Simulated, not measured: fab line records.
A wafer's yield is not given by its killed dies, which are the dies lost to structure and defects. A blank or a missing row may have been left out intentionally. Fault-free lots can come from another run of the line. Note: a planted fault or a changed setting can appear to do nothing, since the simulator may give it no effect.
What tool caused it? :: flow sky130 :: 30 wafers from 10 lots sampled at 3 of the route's 708 steps

## WHAT THE GAUGES READ, wafer by wafer
SKY_LI_CONTACT_RS_MEAS_22: the measuring method here is four-point-probe.
lot: L935
measured: day 28 18:25
on: film-metro-02
LI_CONTACT_W_RS (ohm/sq): 0.2860 0.2840 0.2838

lot: L937
measured: day 29 13:59
on: film-metro-01
LI_CONTACT_W_RS (ohm/sq): 0.2827 0.2868 0.2828

lot: L940
measured: day 31 18:04
on: film-metro-01
LI_CONTACT_W_RS (ohm/sq): 0.2874 0.2913 0.2851

lot: L939
measured: day 31 22:44
on: film-metro-04
LI_CONTACT_W_RS (ohm/sq): 0.2844 0.2864 0.2862

lot: L942
measured: day 32 09:21
on: film-metro-02
LI_CONTACT_W_RS (ohm/sq): 0.2819 0.2824 0.2834

lot: L943
measured: day 32 13:14
on: film-metro-04
LI_CONTACT_W_RS (ohm/sq): 0.2843 0.2819 0.2817

lot: L947
measured: day 33 09:49
on: film-metro-04
LI_CONTACT_W_RS (ohm/sq): 0.2822 0.2824 0.2859

lot: L946
measured: day 33 12:30
on: film-metro-04
LI_CONTACT_W_RS (ohm/sq): 0.2861 0.2831 0.2875

lot: L952
measured: day 34 16:21
on: film-metro-01
LI_CONTACT_W_RS (ohm/sq): 0.2817 0.2855 0.3387

lot: L953
measured: day 34 23:03
on: film-metro-04
LI_CONTACT_W_RS (ohm/sq): 0.3364 0.2846 0.2815

## WHICH TOOL RAN EACH LOT (tool, then ch and the chambers of the sampled wafers, then the start)
lot: L935
SKY_SD_N_RTA_14: rtp-anneal-01 ch 0, day 27 11:31
SKY_LI_CONTACT_CVD_21: cvd-w-01 ch 0,1, day 28 18:17

lot: L937
SKY_SD_N_RTA_14: rtp-anneal-01 ch 0, day 28 07:31
SKY_LI_CONTACT_CVD_21: cvd-w-02 ch 0,1, day 29 13:50

lot: L940
SKY_SD_N_RTA_14: rtp-anneal-01 ch 0, day 30 12:46
SKY_LI_CONTACT_CVD_21: cvd-w-02 ch 1, day 31 17:56

lot: L939
SKY_SD_N_RTA_14: rtp-anneal-01 ch 0, day 30 16:56
SKY_LI_CONTACT_CVD_21: cvd-w-01 ch 0,1, day 31 22:35

lot: L942
SKY_SD_N_RTA_14: rtp-anneal-02 ch 0, day 31 03:40
SKY_LI_CONTACT_CVD_21: cvd-w-02 ch 0,1, day 32 09:14

lot: L943
SKY_SD_N_RTA_14: rtp-anneal-01 ch 0, day 31 08:02
SKY_LI_CONTACT_CVD_21: cvd-w-02 ch 0,1, day 32 13:06

lot: L947
SKY_SD_N_RTA_14: rtp-anneal-02 ch 0, day 32 04:59
SKY_LI_CONTACT_CVD_21: cvd-w-01 ch 0,1, day 33 09:41

lot: L946
SKY_SD_N_RTA_14: rtp-anneal-01 ch 0, day 32 07:40
SKY_LI_CONTACT_CVD_21: cvd-w-02 ch 0,1, day 33 12:23

lot: L952
SKY_SD_N_RTA_14: rtp-anneal-02 ch 0, day 33 12:00
SKY_LI_CONTACT_CVD_21: cvd-w-01 ch 0,1, day 34 16:14

lot: L953
SKY_SD_N_RTA_14: rtp-anneal-01 ch 0, day 33 19:07
SKY_LI_CONTACT_CVD_21: cvd-w-01 ch 0,1, day 34 22:56
- SKY_SD_N_RTA_14: time 2 s.
- SKY_LI_CONTACT_CVD_21: deposits W, target thk 400 nm, time 120.56 s.

## THE ANSWER, worked out from the rows above alone
Rule: usual is defined by the lots themselves. The widest of any qualifying gaps counts: lots, ordered by their means at a reading, are off when they make up no more than a third of the lots, leave a main group of 4 or more, and stand apart from it by 3 or more times the standard deviation of that group's means. The tables above print the reading to a certain number of digits; a main group whose means all agree to those digits is not used. A lot without any number at a reading at which 4 lots or more have one is off too. All remaining lots with rows at the step are treated as sound.
Off: L952, L953, at SKY_LI_CONTACT_RS_MEAS_22 (LI_CONTACT_W_RS). Mean 0.2846 ohm/sq and standard deviation 0.0017 in the main group.
A tool fits if, at a process step before that reading, it ran every lot that is off, and no sound lot after the first of them. Those tools and the gauges at SKY_LI_CONTACT_RS_MEAS_22 are tried in the same way. One candidate fits, namely cvd-w-01 at SKY_LI_CONTACT_CVD_21. A fault onset in the window from L947 (day 33 09:41, its last sound lot) to L952 (day 34 16:14, its first lot off) fits.

## WHAT THE SIMULATOR PUT IN
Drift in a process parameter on cvd-w-01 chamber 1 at SKY_LI_CONTACT_CVD_21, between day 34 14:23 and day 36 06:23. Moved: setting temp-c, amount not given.
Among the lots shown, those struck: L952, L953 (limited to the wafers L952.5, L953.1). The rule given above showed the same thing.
